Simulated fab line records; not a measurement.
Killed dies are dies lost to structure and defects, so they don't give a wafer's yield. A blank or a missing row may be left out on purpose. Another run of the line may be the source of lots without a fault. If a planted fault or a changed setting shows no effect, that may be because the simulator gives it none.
fab line records | flow sky130
[record] lots = 6 wafers = 18 last-day = 50
route steps=708 shown METAL2@489
lots with no fault: from the same line, run without faults
start-h: hours from the record's opening day to when the first of the lot's shown wafers began | wait-h: hours elapsed since this lot's preceding step | " as in the row above | L1.1+2: a row that stands for several wafers | - no value, or no start given | * or withheld: withheld | < > ~ a bound
route shown NAME@n: names a module that has steps shown in the file, with the first one's number in the route | usual: average and standard deviation across the fault-free wafers | same: alike in all rows | chamber/n: place in a boat | sites: per-site readings | _std_site: their standard deviation | _edge_site: mean of outer sites minus mean of inner sites | radius-mm: for every site, how far away it sits from the centre of the wafer | mask NAME#n: copy n | behind: the last tool/chamber to shape the wafer | hold: the reason the lot was held/the length of the hold in hours/how it ended | device: which transistor (n, p or np) failed to switch | end of line: the tests these same wafers got at the end of their route | a step with no rows: only its recipe | killed: not the wafer's yield, but the dies lost to structure and defects at the first sort | map: a wafer's dies, x killed, . not, _ none there
set.NAME: the setting as run; set.NAME@STEP: as run at that earlier step | model.NAME: the simulator's own value behind a step, which no gauge read
a table for each step, a row for each wafer; lots at some steps of the route
services: a tool's chamber out of use, with start hour (start-h, from the record's first day; less than 0 if before it), hours out, and reason
[[steps]]
[step SKY_METAL2_THK_MEAS_06]
[recipe] thk-meas-gauge = xrf reads = AlCu_of_METAL2_SPUTTER_02
[usual] METAL2_ALCU_THK = 253.4/3
// columns lot.wafer tool chamber start-h wait-h METAL2_ALCU_THK[nm]
L109.1 film-metro-04 - 801.14 0.1 254.1
L109.2 " - " " 255.7
L109.4 " - " " 254.7
L117.1 film-metro-02 - 856.73 0.1 253.7
L117.2 " - " " 251.7
L117.5 " - " " 253.9
L118.1 film-metro-02 - 858.40 0.1 252.0
L118.2 " - " " 253.3
L118.4 " - " " 253.5
L129.3 film-metro-01 - 936.16 0.1 253.0
L129.5 " - " " 255.9
L129.6 " - " " 255.3
L131.1 film-metro-01 - 958.25 0.1 252.5
L131.2 " - " " 255.0
L131.4 " - " " 257.0
L132.1 film-metro-01 - 960.02 0.1 255.5
L132.3 " - " " 253.1
L132.6 " - " " 256.1
[step SKY_METAL2_DEHYDRATE_07]
[recipe] temp-c = 200 time-s = 60
[step SKY_METAL2_HMDS_08]
[recipe] prime-time-s = 60 prime-temp-c = 120
[step SKY_METAL2_COAT_09]
[recipe] resist = BARC temp-c = withheld time-s = withheld spin-rpm = 3000 resist-thk-nm = 60
[step SKY_METAL2_COAT_10]
[recipe] resist = KrF-thick spin-rpm = 3000 resist-thk-nm = 450
[step SKY_METAL2_SOFTBAKE_11]
[recipe] temp-c = 100 time-s = 90 resist = KrF-thick
[step SKY_METAL2_EXPOSE_12]
[recipe] mask-id = MM2 na = 0.8 source-shape = annular sigma-inner = 0.55 sigma-outer = 0.85 target-cd-nm = 140 dose-mj = 28
[step SKY_METAL2_PEB_13]
[recipe] peb-temp-c = withheld peb-time-s = withheld resist = KrF-thick
[step SKY_METAL2_DEVELOP_14]
[recipe] develop-time-s = 60 resist = KrF-thick dev-temp-c = 21
[step SKY_METAL2_CD_MEAS_15]
[recipe] target-cd-nm = 140
[usual] cd-nm = 140.2/1.9
// columns lot.wafer tool chamber start-h wait-h cd-nm
L109.1 cd-sem-01 - 828.33 - 142.0
L109.2 " - " " 141.6
L109.4 " - " " 140.5
L117.1 cd-sem-02 - 881.31 - 142.4
L117.2 " - " " 142.5
L117.5 " - " " 141.9
L118.1 cd-sem-02 - 883.63 - 135.4
L118.2 " - " " 138.7
L118.4 " - " " 138.5
L129.3 cd-sem-02 - 959.90 - 143.7
L129.5 " - " " 142.5
L129.6 " - " " 143.3
L131.1 cd-sem-01 - 980.96 - 142.1
L131.2 " - " " 140.9
L131.4 " - " " 140.4
L132.1 cd-sem-01 - 983.27 - 139.9
L132.3 " - " " 141.5
L132.6 " - " " 141.5
[step SKY_METAL2_OVL_MEAS_16]
[usual] METAL2_OVL = 0/4.6
// columns lot.wafer tool chamber start-h wait-h METAL2_OVL[nm]
L109.1 overlay-02 - 828.45 0.1 -5
L109.2 " - " " -1
L109.4 " - " " -8
L117.1 overlay-02 - 881.43 0.1 0
L117.2 " - " " -7
L117.5 " - " " -5
L118.1 overlay-02 - 883.75 0.1 11
L118.2 " - " " 10
L118.4 " - " " 7
L129.3 overlay-02 - 960.00 0.1 6
L129.5 " - " " 6
L129.6 " - " " 6
L131.1 overlay-02 - 981.08 0.1 -1
L131.2 " - " " 1
L131.4 " - " " 7
L132.1 overlay-02 - 983.39 0.1 -1
L132.3 " - " " -3
L132.6 " - " " -1
[step SKY_METAL2_DESCUM_17]
[recipe] chemistry = O2 source-power-w = 150 bias-power-w = 0 pressure-mtorr = 10 temp-c = 40 time-s = 8
[usual] drypump-motor-current-A = 6.0/0.34 oes-product-au = 0.995/0.0079
// columns lot.wafer tool chamber start-h wait-h drypump-motor-current-A oes-product-au rf-hours-counter-h
L109.1 rie-metal-02 0 828.48 0.0 6.2 0.992 3
L109.2 " 1 " " 6.1 1.001 4
L109.4 " 0 " " 6.2 0.994 -
L117.1 rie-metal-04 1 881.47 0.0 5.6 0.998 7
L117.2 " 0 " " 5.3 0.993 11
L117.5 " 0 " " 5.3 1.001 -
L118.1 rie-metal-04 0 883.78 0.0 5.3 0.995 11
L118.2 " 1 " " 5.6 0.993 8
L118.4 " 0 " " 5.3 0.990 -
L129.3 rie-metal-04 1 960.03 0.0 5.6 0.999 -
L129.5 " 1 " " 5.6 0.994 -
L129.6 " 0 " " 5.3 1.004 -
L131.1 rie-metal-01 1 981.12 0.0 6.3 0.996 16
L131.2 " 0 " " 6.0 1.017 2
L131.4 " 0 " " 6.0 1.007 -
L132.1 rie-metal-02 0 983.42 0.0 6.2 0.999 11
L132.3 " 1 " " 6.1 0.995 -
L132.6 " 1 " " 6.1 1.006 -
[step SKY_METAL2_ETCH_18]
[recipe] chemistry = N2/H2 target = BARC ion-energy-ev = 200 bias-w = 100 pressure-mtorr = 30 n2-flow-sccm = 100 h2-flow-sccm = 200 icp-w = 500 stop-on = SiO2 time-s = 45.9 target-depth-a = 600
[usual] drypump-motor-current-A = 6.0/0.34 oes-product-au = 0.855/0.0041 rf-fwd-power-W = 495.5/2.6 throttle-valve-pct = 13.225/0.0094
// columns lot.wafer tool chamber start-h wait-h drypump-motor-current-A oes-product-au rf-fwd-power-W rf-hours-counter-h throttle-valve-pct model.KrF-thick_of_METAL2_COAT_10.thk-nm
L109.1 rie-metal-02 0 828.51 0.0 6.2 0.858 495.6 3 13.225 391.4
L109.2 " 1 " " 6.1 0.863 496.1 4 13.224 393.1
L109.4 " 0 " " 6.2 0.854 495.6 - 13.230 393.5
L117.1 rie-metal-04 1 881.50 0.0 5.6 0.855 496.3 7 13.225 392.2
L117.2 " 0 " " 5.3 0.859 572.7 11 13.235 387.6
L117.5 " 0 " " 5.3 0.848 573.0 - 13.223 388.1
L118.1 rie-metal-04 0 883.81 0.0 5.3 0.859 575.0 11 13.224 385.3
L118.2 " 1 " " 5.6 0.853 498.7 8 13.233 388.9
L118.4 " 0 " " 5.3 0.865 574.5 - 13.236 385.1
L129.3 rie-metal-04 1 960.09 0.0 5.6 0.856 499.4 - 13.229 393.6
L129.5 " 1 " " 5.6 0.853 499.3 - 13.227 393.4
L129.6 " 0 " " 5.3 0.857 494.7 - 13.212 392.9
L131.1 rie-metal-01 1 981.15 0.0 6.3 0.851 494.9 16 13.225 393.4
L131.2 " 0 " " 5.9 0.850 488.6 2 13.218 393.5
L131.4 " 0 " " 6.0 0.861 491.1 - 13.241 393.6
L132.1 rie-metal-02 0 983.46 0.0 6.2 0.849 496.0 11 13.229 396.2
L132.3 " 1 " " 6.1 0.858 495.9 - 13.224 396.7
L132.6 " 1 " " 6.1 0.854 497.0 - 13.215 396.4
[step SKY_METAL2_METAL_ETCH_19]
[recipe] target-depth-a = 3600 stop-on = SiO2 over-etch-frac = 0.3 time-s = 78 chemistry = Cl2/BCl3 resist-sidewall-deg = 88 pressure-mtorr = 10 icp-w = 900 bias-w = 48.5 Cl2_flow_sccm = 60 bcl3-flow-sccm = 30
[usual] drypump-motor-current-A = 6.0/0.34 oes-product-au = 0.853/0.0051 rf-fwd-power-W = 894/4.1 throttle-valve-pct = 22.264/0.008
// columns lot.wafer tool chamber start-h wait-h drypump-motor-current-A oes-product-au rf-fwd-power-W rf-hours-counter-h throttle-valve-pct model.KrF-thick_of_METAL2_COAT_10.thk-nm
L109.1 rie-metal-02 0 828.58 0.0 6.2 0.849 893 4 22.259 159.9
L109.2 " 1 " " 6.1 0.857 892 4 22.259 160.1
L109.4 " 0 " " 6.2 0.860 893 - 22.260 160.9
L117.1 rie-metal-04 1 881.57 0.0 5.6 0.849 899 7 22.261 159.8
L117.2 " 0 " " 5.4 0.846 897 11 22.252 154.8
L117.5 " 0 " " 5.3 0.849 893 - 22.278 155.3
L118.1 rie-metal-04 0 883.88 0.0 5.4 0.849 891 11 22.270 153.1
L118.2 " 1 " " 5.6 0.856 899 8 22.260 157.7
L118.4 " 0 " " 5.3 0.848 891 - 22.246 154.4
L129.3 rie-metal-04 1 960.19 0.1 5.6 0.852 893 - 22.268 161.8
L129.5 " 1 " " 5.6 0.855 894 - 22.256 161.3
L129.6 " 0 " " 5.3 0.854 889 - 22.268 160.3
L131.1 rie-metal-01 1 981.22 0.0 6.3 0.854 896 16 22.258 161.8
L131.2 " 0 " " 5.9 0.859 890 2 22.266 159.6
L131.4 " 0 " " 5.9 0.863 888 - 22.274 160.3
L132.1 rie-metal-02 0 983.52 0.0 6.1 0.852 900 11 22.249 165
L132.3 " 1 " " 6.1 0.853 895 - 22.272 162.7
L132.6 " 1 " " 6.1 0.852 899 - 22.257 164.6
[step SKY_METAL2_STRIP_20]
[recipe] chemistry = O2/N2 power-w = 1400 pressure-mtorr = 1500 platen-temp-c = withheld o2-flow-sccm = 3000 n2-flow-sccm = 300 overash-fraction = 0.5
[usual] drypump-motor-current-A = 5.4/0.38 oes-product-au = 0.344/0.005 strip-time-to-endpoint-s = 2.72/0.035
// columns lot.wafer tool chamber start-h wait-h drypump-motor-current-A oes-product-au rf-hours-counter-h strip-time-to-endpoint-s
L109.1 plasma-asher-03 1 828.67 0.1 5.3 0.350 8 2.72
L109.2 " 0 " " 6.1 0.341 8 2.71
L109.4 " 0 " " 6.1 0.343 - 2.72
L117.1 plasma-asher-02 0 881.66 0.1 4.9 0.340 109 2.72
L117.2 " 1 " " 5.6 0.340 109 2.66
L117.5 " 0 " " 4.9 0.349 - 2.67
L118.1 plasma-asher-02 0 883.97 0.1 4.9 0.345 109 2.63
L118.2 " 1 " " 5.7 0.344 109 2.68
L118.4 " 1 " " 5.7 0.340 - 2.63
L129.3 plasma-asher-02 1 960.30 0.1 5.7 0.345 - 2.73
L129.5 " 0 " " 4.9 0.344 - 2.71
L129.6 " 1 " " 5.7 0.341 - 2.72
L131.1 plasma-asher-02 0 981.31 0.1 4.9 0.349 119 2.74
L131.2 " 1 " " 5.7 0.333 119 2.70
L131.4 " 1 " " 5.7 0.342 - 2.73
L132.1 plasma-asher-04 1 983.61 0.1 5.4 0.348 81 2.76
L132.3 " 0 " " 5.1 0.348 - 2.75
L132.6 " 0 " " 5.1 0.348 - 2.76
[[services]]
// columns tool chamber start-h hours kind
plasma-asher-03 - 871.62 6.3 repair
plasma-asher-03 - 877.91 10.0 pm
plasma-asher-03 - 889.36 1.4 repair
rie-metal-01 - 905.46 13.4 repair
plasma-asher-04 - 912.85 2.1 repair
rie-metal-01 0 918.84 - clean
rie-metal-01 0 918.84 18.9 scheduled-down
rie-metal-01 0 918.84 18.9 vent-cycle
plasma-asher-04 - 934.71 3.2 repair
rie-metal-04 0 963.45 5.2 repair
plasma-asher-02 - 974.25 0.9 repair
[[key]]
[first-sign] step = SKY_METAL2_ETCH_18 reading = rf-fwd-power-W direction = up sigmas = 30 usual = 495.5 struck = 573.8
effect none on later readings
[model-effect] step = SKY_METAL2_ETCH_18 value = KrF-thick_of_METAL2_COAT_10.thk-nm without = 392.7 struck = 386.5
[model-effect] step = SKY_METAL2_METAL_ETCH_19 value = KrF-thick_of_METAL2_COAT_10.thk-nm without = 160.6 struck = 154.4
met-at SKY_METAL2_ETCH_18
struck-wafers L117.2,L117.5,L118.1,L118.4
[fault] kind = process-parameter-drift tool = rie-metal-04 chamber = 0 onset-h = 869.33 steps = SKY_METAL2_ETCH_18 channel = icp-w offset = 80 shape = step end-h = 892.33 acts-in = these-recipes-only stated = 500
